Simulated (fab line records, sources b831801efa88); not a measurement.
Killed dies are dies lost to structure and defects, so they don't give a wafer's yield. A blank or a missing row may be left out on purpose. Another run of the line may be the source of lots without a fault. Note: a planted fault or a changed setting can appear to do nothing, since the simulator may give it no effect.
fab line records	flow sfq-line
record: lots: 5	wafers: 23
route steps=325 shown L0@10 L0V@17 M0@29 I0@51 M1@63 I1@78
start-h: the number of hours between the record's first day and the start of the first shown wafer of the lot	wait-h: time in hours since the lot's previous step	" the same as in the row above	L1.1+2: one row covering several wafers at once	- value missing, or start not given	* or withheld: withheld	< > ~ a bound
route shown NAME@n: a module of which the file shows steps, and the number in the route of the first	usual: mean and standard deviation over wafers with no fault	same: alike in all rows	chamber/n: place in a boat	sites: each site's reading	_std_site: the standard deviation of these	_edge_site: mean of outer sites minus mean of inner sites	radius-mm: for every site, how far away it sits from the centre of the wafer	mask NAME#n: copy n	behind: tool/chamber where the wafer was last shaped	hold: cause of the lot's hold/its duration in hours/its outcome	device: which transistor (n, p or np) failed to switch	end of line: tests of these same wafers at the route's end	a step without rows: its recipe alone	killed: the dies lost at the first sort to structure and to defects; this is not the yield of the wafer	map: shows each die of a wafer: x if killed, . if not, _ if none is there
set.NAME: the setting as run; set.NAME@STEP: as run at that earlier step	model.NAME: the simulator's own value behind a step, which no gauge read
lots whose settings were changed on purpose; a table a step, a row a wafer
== steps ==
step: SFQ_TRILAYER_L0_LITHO_PEB_008
recipe: peb-temp-c: 115	peb-time-s: 60	resist: KrF
lot.wafer	tool	chamber	start-h	wait-h	set.peb-temp-c
L074.1+3+4+5+6	litho-track-03	0	71.02	1.0	115
L076.1+4+6	litho-track-03	0	80.62	1.0	115
L076.3+5	"	0	"	"	117.2
L077.2+5+6	litho-track-01	0	89.04	0.8	115
L077.3+4	"	0	"	"	116.6
L083.1+2	litho-track-02	0	125.02	1.0	115
L083.3+4+5	"	0	"	"	118.3
L085.2+4+5	litho-track-02	0	140.64	0.8	115
step: SFQ_TRILAYER_L0_LITHO_DEVELOP_007
recipe: time-s: 60	resist: KrF
step: SFQ_TRILAYER_L0_BARC_OPEN_METAL_ETCH_010
recipe: mask-material: PR	chemistry: O2	target-depth-nm: 125	target: BARC	icp-w: 600	bias-w: 80	pressure-mtorr: 10	time-s: 41.7
lot.wafer	tool	chamber	start-h	wait-h	set.peb-temp-c@TRILAYER_L0_LITHO_PEB_008	model.L0.cd-nm
L074.1	rie-metal-03	0	71.32	0.1	115	2001
L074.3+4+5	"	0,1,1	"	"	115	2000
L074.6	"	0	"	"	115	2002
L076.1+4+6	rie-metal-03	0,1,0	80.92	0.1	115	2000
L076.3+5	"	0,1	"	"	117.2	1962
L077.2+5+6	rie-metal-01	1,1,0	89.32	0.1	115	2001
L077.3	"	1	"	"	116.6	1974
L077.4	"	0	"	"	116.6	1973
L083.1	rie-metal-01	0	125.32	0.1	115	1998
L083.2	"	1	"	"	115	2000
L083.3	"	1	"	"	118.3	1947
L083.4+5	"	0	"	"	118.3	1945
L085.2	rie-metal-04	0	140.92	0.1	115	2000
L085.4	"	0	"	"	115	1999
L085.5	"	1	"	"	115	2001
step: SFQ_TRILAYER_L0_VIA_LITHO_COAT_018
recipe: resist: BARC	spin-rpm: 3000	resist-thk-nm: 62
lot.wafer	tool	chamber	start-h	wait-h	set.spin-rpm	model.BARC_of_TRILAYER_L0_VIA_LITHO_COAT_018.thk-nm
L074.1	litho-track-04	0	72.22	0.0	3000	61.82
L074.3	"	0	"	"	3000	61.86
L074.4	"	0	"	"	3000	61.76
L074.5	"	0	"	"	3000	61.72
L074.6	"	0	"	"	3000	61.75
L076.1	litho-track-03	0	81.82	0.0	3109	60.92
L076.3	"	0	"	"	3109	61.01
L076.4+5	"	0	"	"	3000	61.97
L076.6	"	0	"	"	3109	60.73
L077.2	litho-track-04	0	90.29	0.1	3000	61.76
L077.3	"	0	"	"	3000	61.68
L077.4	"	0	"	"	3000	61.61
L077.5	"	0	"	"	3000	61.63
L077.6	"	0	"	"	3000	61.82
L083.1	litho-track-03	0	126.22	0.0	3070	61.59
L083.2	"	0	"	"	3070	61.63
L083.3	"	0	"	"	3000	62.19
L083.4	"	0	"	"	3070	61.66
L083.5	"	0	"	"	3000	62.27
L085.2	litho-track-03	0	141.89	0.1	3000	61.86
L085.4	"	0	"	"	3000	61.93
L085.5	"	0	"	"	3000	61.99
step: SFQ_TRILAYER_L0_VIA_LITHO_EXPOSE_014
recipe: mask-id: L0V	na: 0.6	source-shape: conventional	sigma-outer: 0.65	target-cd-nm: 700	dose-mj: 21.3
lot.wafer	tool	chamber	start-h	wait-h	mask	set.dose-mj
L074.1+3+6	krf-scanner-01	0	146.62	-	L0V#0	21.3
L074.4+5	"	0	"	"	L0V#0	19.97
L076.1+3+4+5+6	krf-scanner-02	0	166.06	-	L0V#0	21.3
L077.2+4+6	krf-scanner-02	0	174.66	-	L0V#0	21.3
L077.3+5	"	0	"	"	L0V#0	19.8
L083.1+5	krf-scanner-01	0	221.42	-	L0V#0	20.74
L083.2+3+4	"	0	"	"	L0V#0	21.3
L085.2+4+5	krf-scanner-01	0	234.82	-	L0V#0	21.3
step: SFQ_TRILAYER_L0_VIA_LITHO_PEB_016
recipe: peb-temp-c: 115	peb-time-s: 60	resist: KrF
step: SFQ_TRILAYER_L0_VIA_LITHO_DEVELOP_015
recipe: time-s: 60	resist: KrF
step: SFQ_TRILAYER_L0_VIA_BARC_OPEN_VIA_ETCH_021
recipe: mask-material: PR	chemistry: O2	target-depth-nm: 125	target: BARC	source-w: 500	bias-w: 80	pressure-mtorr: 30	time-s: 41.7
lot.wafer	tool	chamber	start-h	wait-h	set.dose-mj@TRILAYER_L0_VIA_LITHO_EXPOSE_014	model.L0V.cd-nm
L074.1	rie-diel-04	1	148.16	0.0	21.3	701.8
L074.3	"	2	"	"	21.3	701.1
L074.4	"	3	"	"	19.97	692.6
L074.5	"	2	"	"	19.97	691.5
L074.6	"	1	"	"	21.3	702.5
L076.1	rie-diel-03	2	167.60	0.0	21.3	699.9
L076.3	"	3	"	"	21.3	700.9
L076.4	"	0	"	"	21.3	699.8
L076.5	"	2	"	"	21.3	698.7
L076.6	"	3	"	"	21.3	700.2
L077.2	rie-diel-01	1	176.00	0.0	21.3	700.3
L077.3	"	3	"	"	19.8	686.7
L077.4	"	0	"	"	21.3	698.7
L077.5	"	2	"	"	19.8	686.3
L077.6	"	3	"	"	21.3	697.7
L083.1	rie-diel-04	3	222.95	0.0	20.74	697.2
L083.2	"	2	"	"	21.3	700.7
L083.3	"	0	"	"	21.3	701.6
L083.4	"	1	"	"	21.3	701
L083.5	"	0	"	"	20.74	697.4
L085.2	rie-diel-03	1	236.15	0.0	21.3	703.7
L085.4	"	0	"	"	21.3	700.3
L085.5	"	1	"	"	21.3	704.3
step: SFQ_TRILAYER_L0_VIA_ETCH_VIA_ETCH_016
recipe: target: SiO2	stop-on: MoNx_KI	mask-material: PR	chemistry: CHF3	target-depth-nm: 80	source-w: 500	bias-w: 80	pressure-mtorr: 30	time-s: withheld
lot.wafer	tool	chamber	start-h	wait-h	set.dose-mj@TRILAYER_L0_VIA_LITHO_EXPOSE_014	model.L0V.cd-nm
L074.1	rie-diel-04	1	148.20	0.0	21.3	701.9
L074.3	"	2	"	"	21.3	702.9
L074.4	"	3	"	"	19.97	692.8
L074.5	"	2	"	"	19.97	693.3
L074.6	"	1	"	"	21.3	702.1
L076.1+3	rie-diel-03	2,3	167.64	0.0	21.3	700.8
L076.4	"	0	"	"	21.3	698.4
L076.5+6	"	2,3	"	"	21.3	699.9
L077.2	rie-diel-01	1	176.04	0.0	21.3	700.1
L077.3	"	3	"	"	19.8	686.9
L077.4	"	0	"	"	21.3	699.1
L077.5	"	2	"	"	19.8	685.7
L077.6	"	3	"	"	21.3	698.1
L083.1	rie-diel-04	3	222.99	0.0	20.74	697.4
L083.2	"	2	"	"	21.3	701.8
L083.3	"	0	"	"	21.3	702.3
L083.4	"	1	"	"	21.3	699.7
L083.5	"	0	"	"	20.74	698.1
L085.2	rie-diel-03	1	236.19	0.0	21.3	703.7
L085.4	"	0	"	"	21.3	699.4
L085.5	"	1	"	"	21.3	704.3
step: SFQ_TRILAYER_M0_DEP_SPUTTER_019
recipe: material: Nb	base-pressure-pa: 1.33e-06	chamber-pressure-pa: 0.1333	substrate-temp-c: 20	resputter-cathode-voltage-v: 400	target-thk-nm: 200	power-w: 2000	time-s: 133.3
lot.wafer	tool	chamber	start-h	wait-h	set.time-s	model.Nb_of_TRILAYER_M0_DEP_SPUTTER_019.thk-nm
L074.1	pvd-sputter-06	-	149.04	0.0	141	214.8
L074.3+6	"	-	"	"	133.3	202.7
L074.4	"	-	"	"	133.3	197.8
L074.5	"	-	"	"	141	208.9
L076.1	pvd-sputter-06	-	168.49	0.0	116.4	170.2
L076.3	"	-	"	"	116.4	176.5
L076.4	"	-	"	"	133.3	200.2
L076.5	"	-	"	"	133.3	201.9
L076.6	"	-	"	"	133.3	196.7
L077.2+3	pvd-sputter-03	-	177.49	0.0	133.3	199.4
L077.4	"	-	"	"	133.3	204
L077.5	"	-	"	"	133.3	204.8
L077.6	"	-	"	"	133.3	200.9
L083.1	pvd-sputter-04	-	223.84	0.0	121.4	186
L083.2	"	-	"	"	133.3	198.7
L083.3	"	-	"	"	121.4	181
L083.4	"	-	"	"	133.3	194.8
L083.5	"	-	"	"	121.4	184.8
L085.2	pvd-sputter-04	-	237.04	0.0	133.3	194.4
L085.4	"	-	"	"	133.3	203.7
L085.5	"	-	"	"	133.3	202.6
step: SFQ_M0_RS_MEAS_904
recipe: thk-meas-gauge: four-point-probe	reads: Nb_of_TRILAYER_M0_DEP_SPUTTER_019
usual: M0_NB_RS: 0.890/0.012
lot.wafer	tool	chamber	start-h	wait-h	set.time-s@TRILAYER_M0_DEP_SPUTTER_019	M0_NB_RS[ohm/sq]
L074.1	film-metro-04	-	149.13	0.0	141	0.827
L074.3	"	-	"	"	133.3	0.875
L074.4	"	-	"	"	133.3	0.898
L074.5	"	-	"	"	141	0.849
L074.6	"	-	"	"	133.3	0.876
L076.1	film-metro-03	-	168.58	0.0	116.4	1.049
L076.3	"	-	"	"	116.4	1.009
L076.4	"	-	"	"	133.3	0.890
L076.5	"	-	"	"	133.3	0.882
L076.6	"	-	"	"	133.3	0.906
L077.2	film-metro-03	-	177.60	0.1	133.3	0.895
L077.3	"	-	"	"	133.3	0.893
L077.4	"	-	"	"	133.3	0.873
L077.5	"	-	"	"	133.3	0.870
L077.6	"	-	"	"	133.3	0.885
L083.1	film-metro-04	-	223.93	0.0	121.4	0.955
L083.2	"	-	"	"	133.3	0.896
L083.3	"	-	"	"	121.4	0.981
L083.4	"	-	"	"	133.3	0.913
L083.5	"	-	"	"	121.4	0.961
L085.2	film-metro-04	-	237.15	0.1	133.3	0.916
L085.4	"	-	"	"	133.3	0.872
L085.5	"	-	"	"	133.3	0.875
step: SFQ_TRILAYER_M0_LITHO_COAT_026
recipe: resist: BARC	spin-rpm: 3000	resist-thk-nm: 62
lot.wafer	tool	chamber	start-h	wait-h	set.spin-rpm	model.BARC_of_TRILAYER_M0_LITHO_COAT_026.thk-nm
L074.1	litho-track-02	0	149.31	0.1	3107	61.05
L074.3	"	0	"	"	3107	60.91
L074.4	"	0	"	"	3000	61.97
L074.5	"	0	"	"	3107	60.83
L074.6	"	0	"	"	3000	61.95
L076.1+5	litho-track-02	0	168.76	0.1	3000	62.53
L076.3	"	0	"	"	3000	62.63
L076.4	"	0	"	"	3000	62.32
L076.6	"	0	"	"	3000	62.41
L077.2	litho-track-02	0	177.81	0.1	3068	61.4
L077.3	"	0	"	"	3000	61.76
L077.4	"	0	"	"	3068	61.36
L077.5	"	0	"	"	3000	61.87
L077.6	"	0	"	"	3000	62
L083.1	litho-track-04	0	224.11	0.1	3000	62.25
L083.2	"	0	"	"	2813	64.54
L083.3	"	0	"	"	3000	62.24
L083.4	"	0	"	"	2813	64.42
L083.5	"	0	"	"	2813	64.33
L085.2	litho-track-04	0	237.36	0.1	3000	62.1
L085.4	"	0	"	"	3000	62.07
L085.5	"	0	"	"	3000	61.86
step: SFQ_TRILAYER_M0_ETCH_METAL_ETCH_024
recipe: target: Nb	stop-on: SiO2	mask-material: PR	chemistry: Cl2/Ar	target-depth-nm: 240	icp-w: 600	bias-w: 80	pressure-mtorr: 10	time-s: 120
usual: oes-product-au: 0.895/0.0083
lot.wafer	tool	chamber	start-h	wait-h	set.bias-w	set.time-s@TRILAYER_M0_DEP_SPUTTER_019	oes-product-au
L074.1	rie-metal-01	0	241.01	0.0	80	141	0.936
L074.3	"	1	"	"	70.55	133.3	0.903
L074.4	"	0	"	"	70.55	133.3	0.889
L074.5	"	0	"	"	80	141	0.916
L074.6	"	1	"	"	80	133.3	0.904
L076.1	rie-metal-01	1	268.61	0.0	80	116.4	0.820
L076.3	"	1	"	"	71.82	116.4	0.830
L076.4	"	0	"	"	80	133.3	0.896
L076.5	"	1	"	"	71.82	133.3	0.902
L076.6	"	0	"	"	71.82	133.3	0.880
L077.2	rie-metal-02	1	284.21	0.0	87.75	133.3	0.893
L077.3	"	1	"	"	87.75	133.3	0.897
L077.4	"	0	"	"	80	133.3	0.910
L077.5	"	0	"	"	80	133.3	0.900
L077.6	"	1	"	"	87.75	133.3	0.891
L083.1	rie-metal-02	0	340.54	0.0	80	121.4	0.867
L083.2	"	1	"	"	80	133.3	0.880
L083.3	"	1	"	"	89.45	121.4	0.845
L083.4	"	0	"	"	89.45	133.3	0.879
L083.5	"	0	"	"	89.45	121.4	0.852
L085.2	rie-metal-02	1	357.34	0.0	80	133.3	0.882
L085.4	"	1	"	"	80	133.3	0.904
L085.5	"	0	"	"	80	133.3	0.903
step: SFQ_TRILAYER_I0_VIA_LITHO_PEB_034
recipe: peb-temp-c: 115	peb-time-s: 60	resist: KrF
lot.wafer	tool	chamber	start-h	wait-h	set.peb-temp-c
L074.1+6	litho-track-04	0	368.94	1.0	115
L074.3+4+5	"	0	"	"	117.6
L076.1+3+4+5+6	litho-track-01	0	392.62	1.0	115
L077.2+3+4+5+6	litho-track-03	0	407.04	0.8	115
L083.1+2+4	litho-track-03	0	486.15	1.0	115
L083.3+5	"	0	"	"	112.7
L085.2+4+5	litho-track-01	0	500.82	0.8	115
step: SFQ_TRILAYER_I0_VIA_BARC_OPEN_VIA_ETCH_046
recipe: mask-material: PR	chemistry: O2	target-depth-nm: 125	target: BARC	source-w: 500	bias-w: 80	pressure-mtorr: 30	time-s: 41.7
lot.wafer	tool	chamber	start-h	wait-h	set.source-w	set.peb-temp-c@TRILAYER_I0_VIA_LITHO_PEB_034	model.I0.cd-nm
L074.1	rie-diel-01	2	369.28	0.0	500	115	499.8
L074.3	"	3	"	"	500	117.6	543.2
L074.4	"	1	"	"	500	117.6	543.6
L074.5	"	0	"	"	500	117.6	543
L074.6	"	3	"	"	500	115	500.8
L076.1	rie-diel-01	3	392.95	0.0	500	115	502.1
L076.3	"	2	"	"	500	115	500.6
L076.4	"	1	"	"	500	115	500.7
L076.5	"	1	"	"	500	115	500
L076.6	"	2	"	"	500	115	500.9
L077.2	rie-diel-04	1	407.35	0.0	472.6	115	500.4
L077.3	"	2	"	"	472.6	115	499.7
L077.4	"	1	"	"	500	115	500.8
L077.5	"	3	"	"	472.6	115	499.8
L077.6	"	2	"	"	500	115	499
L083.1	rie-diel-01	0	486.48	0.0	448.4	115	500.3
L083.2	"	1	"	"	500	115	500.7
L083.3	"	2	"	"	500	112.7	455.5
L083.4	"	3	"	"	448.4	115	500.5
L083.5	"	0	"	"	448.4	112.7	456.2
L085.2	rie-diel-04	0	501.13	0.0	500	115	500.9
L085.4	"	3	"	"	500	115	501.6
L085.5	"	2	"	"	500	115	501.5
step: SFQ_TRILAYER_M1_LITHO_COAT_039
recipe: resist: KrF	spin-rpm: 3000	resist-thk-nm: 600
lot.wafer	tool	chamber	start-h	wait-h	set.spin-rpm	model.KrF_of_TRILAYER_M1_LITHO_COAT_039.thk-nm
L074.1	litho-track-01	0	370.81	0.2	3174	584.2
L074.3	"	0	"	"	3174	583.2
L074.4	"	0	"	"	3174	583.8
L074.5	"	0	"	"	3000	599.4
L074.6	"	0	"	"	3000	598.5
L076.1	litho-track-02	0	394.48	0.2	2826	613.8
L076.3	"	0	"	"	3000	597
L076.4	"	0	"	"	2826	615.4
L076.5	"	0	"	"	2826	616
L076.6	"	0	"	"	3000	598.1
L077.2	litho-track-02	0	408.93	0.2	3000	596.6
L077.3	"	0	"	"	3000	594.8
L077.4	"	0	"	"	3000	596.1
L077.5	"	0	"	"	3000	595.6
L077.6	"	0	"	"	3000	595.1
L083.1	litho-track-03	0	488.61	0.2	3000	599.7
L083.2	"	0	"	"	2841	616.6
L083.3	"	0	"	"	2841	616.7
L083.4	"	0	"	"	3000	600.1
L083.5	"	0	"	"	2841	617.3
L085.2	litho-track-02	0	502.71	0.2	3000	600.9
L085.4	"	0	"	"	3000	599.6
L085.5	"	0	"	"	3000	599.4
step: SFQ_TRILAYER_M1_ETCH_METAL_ETCH_042
recipe: target: Nb	stop-on: SiO2	mask-material: PR	chemistry: Cl2/Ar	target-depth-nm: 240	icp-w: 600	bias-w: 80	pressure-mtorr: 10	time-s: 120
lot.wafer	tool	chamber	start-h	wait-h	set.time-s	set.spin-rpm@TRILAYER_M1_LITHO_COAT_039	model.KrF_of_TRILAYER_M1_LITHO_COAT_039.thk-nm
L074.1	rie-metal-03	0	512.12	0.0	126.2	3174	356.8
L074.3	"	1	"	"	120	3174	366.9
L074.4	"	0	"	"	120	3174	363.3
L074.5	"	0	"	"	126.2	3000	371.5
L074.6	"	1	"	"	120	3000	380.5
L076.1	rie-metal-01	0	543.32	0.0	120	2826	394.6
L076.3	"	0	"	"	120	3000	376.7
L076.4	"	1	"	"	120	2826	393.1
L076.5	"	0	"	"	120	2826	396.8
L076.6	"	1	"	"	120	3000	375.5
L077.2	rie-metal-03	0	564.24	0.0	120	3000	375.3
L077.3	"	0	"	"	132.5	3000	358.5
L077.4	"	1	"	"	120	3000	380.3
L077.5	"	0	"	"	120	3000	373.2
L077.6	"	1	"	"	132.5	3000	363.1
L083.1	rie-metal-03	1	638.64	0.0	120	3000	383.8
L083.2	"	0	"	"	120	2841	398.2
L083.3	"	1	"	"	120	2841	401.4
L083.4	"	0	"	"	120	3000	382.4
L083.5	"	0	"	"	120	2841	397.9
L085.2	rie-metal-04	1	659.04	0.0	120	3000	382.4
L085.4+5	"	0	"	"	120	3000	382.3
step: SFQ_TRILAYER_I1_VIA_LITHO_COAT_049
recipe: resist: KrF	spin-rpm: 3000	resist-thk-nm: 650
lot.wafer	tool	chamber	start-h	wait-h	set.spin-rpm	model.KrF_of_TRILAYER_I1_VIA_LITHO_COAT_049.thk-nm
L074.1	litho-track-03	0	519.52	0.2	2813	670.9
L074.3	"	0	"	"	3000	649.7
L074.4	"	0	"	"	3000	649.5
L074.5	"	0	"	"	2813	668.9
L074.6	"	0	"	"	2813	670.4
L076.1	litho-track-02	0	548.93	0.2	2931	656.6
L076.3	"	0	"	"	2931	658.9
L076.4	"	0	"	"	2931	656.4
L076.5	"	0	"	"	3000	648.7
L076.6	"	0	"	"	3000	648.9
L077.2	litho-track-03	0	569.89	0.2	3149	636.6
L077.3	"	0	"	"	3149	638.3
L077.4	"	0	"	"	3149	637.1
L077.5	"	0	"	"	3000	652.1
L077.6	"	0	"	"	3000	651.4
L083.1	litho-track-03	0	644.84	0.2	3000	653.1
L083.2	"	0	"	"	2795	670.9
L083.3	"	0	"	"	3000	648.9
L083.4	"	0	"	"	2795	673
L083.5	"	0	"	"	2795	674.9
L085.2	litho-track-02	0	669.40	0.2	3000	651.1
L085.4	"	0	"	"	3000	651.6
L085.5	"	0	"	"	3000	651
step: SFQ_TRILAYER_I1_VIA_LITHO_SOFTBAKE_053
recipe: temp-c: withheld	time-s: withheld	resist: KrF
step: SFQ_TRILAYER_I1_VIA_LITHO_EXPOSE_050
recipe: mask-id: I1	na: 0.6	source-shape: conventional	sigma-outer: 0.65	target-cd-nm: 500	dose-mj: 21.3
step: SFQ_TRILAYER_I1_VIA_BARC_OPEN_VIA_ETCH_071
recipe: mask-material: PR	chemistry: O2	target-depth-nm: 125	target: BARC	source-w: 500	bias-w: 80	pressure-mtorr: 30	time-s: 41.7
step: SFQ_TRILAYER_I1_VIA_ETCH_VIA_ETCH_052
recipe: target: SiO2	stop-on: Nb	mask-material: PR	taper-deg: 20	chemistry: CHF3	target-depth-nm: 260	source-w: 500	bias-w: 80	pressure-mtorr: 30	time-s: withheld
lot.wafer	tool	chamber	start-h	wait-h	set.spin-rpm@TRILAYER_I1_VIA_LITHO_COAT_049	model.KrF_of_TRILAYER_I1_VIA_LITHO_COAT_049.thk-nm
L074.1	rie-diel-02	0	677.32	0.0	2813	551.6
L074.3	"	2	"	"	3000	530.1
L074.4	"	3	"	"	3000	528
L074.5	"	3	"	"	2813	546.7
L074.6	"	0	"	"	2813	550.4
L076.1	rie-diel-02	3	703.72	0.0	2931	534
L076.3	"	1	"	"	2931	537.2
L076.4	"	2	"	"	2931	538.1
L076.5	"	3	"	"	3000	526.5
L076.6	"	0	"	"	3000	528.5
L077.2	rie-diel-04	1	722.92	0.0	3149	513.6
L077.3	"	0	"	"	3149	517.4
L077.4	"	3	"	"	3149	518.2
L077.5	"	0	"	"	3000	530.9
L077.6	"	3	"	"	3000	532.5
L083.1	rie-diel-02	1	802.25	0.0	3000	531.4
L083.2	"	2	"	"	2795	551.6
L083.3	"	0	"	"	3000	528.1
L083.4	"	1	"	"	2795	551.2
L083.5	"	2	"	"	2795	556.1
L085.2	rie-diel-04	2	823.85	0.0	3000	530.1
L085.4+5	"	1,2	"	"	3000	530.2
== key ==
split: step: SFQ_TRILAYER_L0_LITHO_PEB_008	setting: peb-temp-c	stated: 115	by: wafer
response: step: SFQ_TRILAYER_L0_BARC_OPEN_METAL_ETCH_010	reading: model.L0.cd-nm	change: -19.1	per: 1%	r: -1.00
split: step: SFQ_TRILAYER_L0_VIA_LITHO_COAT_018	setting: spin-rpm	stated: 3000	by: wafer
response: step: SFQ_TRILAYER_L0_VIA_LITHO_COAT_018	reading: model.BARC_of_TRILAYER_L0_VIA_LITHO_COAT_018.thk-nm	change: -0.287	per: 1%	r: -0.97
split: step: SFQ_TRILAYER_L0_VIA_LITHO_EXPOSE_014	setting: dose-mj	stated: 21.3	by: wafer
response: step: SFQ_TRILAYER_L0_VIA_BARC_OPEN_VIA_ETCH_021	reading: model.L0V.cd-nm	change: +1.66	per: 1%	r: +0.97
response: step: SFQ_TRILAYER_L0_VIA_ETCH_VIA_ETCH_016	reading: model.L0V.cd-nm	change: +1.65	per: 1%	r: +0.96
split: step: SFQ_TRILAYER_M0_DEP_SPUTTER_019	setting: time-s	stated: 133.3	by: wafer
response: step: SFQ_TRILAYER_M0_DEP_SPUTTER_019	reading: model.Nb_of_TRILAYER_M0_DEP_SPUTTER_019.thk-nm	change: +1.86	per: 1%	r: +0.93
response: step: SFQ_M0_RS_MEAS_904	reading: M0_NB_RS	change: -0.00926	per: 1%	r: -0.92
response: step: SFQ_TRILAYER_M0_ETCH_METAL_ETCH_024	reading: oes-product-au	change: +0.0045	per: 1%	r: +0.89
split: step: SFQ_TRILAYER_M0_LITHO_COAT_026	setting: spin-rpm	stated: 3000	by: wafer
response: step: SFQ_TRILAYER_M0_LITHO_COAT_026	reading: model.BARC_of_TRILAYER_M0_LITHO_COAT_026.thk-nm	change: -0.324	per: 1%	r: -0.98
split: step: SFQ_TRILAYER_M0_ETCH_METAL_ETCH_024	setting: bias-w	stated: 80	by: wafer
response none clear
split: step: SFQ_TRILAYER_I0_VIA_LITHO_PEB_034	setting: peb-temp-c	stated: 115	by: wafer
response: step: SFQ_TRILAYER_I0_VIA_BARC_OPEN_VIA_ETCH_046	reading: model.I0.cd-nm	change: +20.5	per: 1%	r: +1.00
split: step: SFQ_TRILAYER_I0_VIA_BARC_OPEN_VIA_ETCH_046	setting: source-w	stated: 500	by: wafer
response none clear
split: step: SFQ_TRILAYER_M1_LITHO_COAT_039	setting: spin-rpm	stated: 3000	by: wafer
response: step: SFQ_TRILAYER_M1_LITHO_COAT_039	reading: model.KrF_of_TRILAYER_M1_LITHO_COAT_039.thk-nm	change: -2.93	per: 1%	r: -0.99
response: step: SFQ_TRILAYER_M1_ETCH_METAL_ETCH_042	reading: model.KrF_of_TRILAYER_M1_LITHO_COAT_039.thk-nm	slope: -2.94	per: 1%	together-with: time-s@TRILAYER_M1_ETCH_METAL_ETCH_042	explained: 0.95
split: step: SFQ_TRILAYER_M1_ETCH_METAL_ETCH_042	setting: time-s	stated: 120	by: wafer
response: step: SFQ_TRILAYER_M1_ETCH_METAL_ETCH_042	reading: model.KrF_of_TRILAYER_M1_LITHO_COAT_039.thk-nm	slope: -1.53	per: 1%	together-with: spin-rpm@TRILAYER_M1_LITHO_COAT_039	explained: 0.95
split: step: SFQ_TRILAYER_I1_VIA_LITHO_COAT_049	setting: spin-rpm	stated: 3000	by: wafer
response: step: SFQ_TRILAYER_I1_VIA_LITHO_COAT_049	reading: model.KrF_of_TRILAYER_I1_VIA_LITHO_COAT_049.thk-nm	change: -3.19	per: 1%	r: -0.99
response: step: SFQ_TRILAYER_I1_VIA_ETCH_VIA_ETCH_052	reading: model.KrF_of_TRILAYER_I1_VIA_LITHO_COAT_049.thk-nm	change: -3.32	per: 1%	r: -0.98
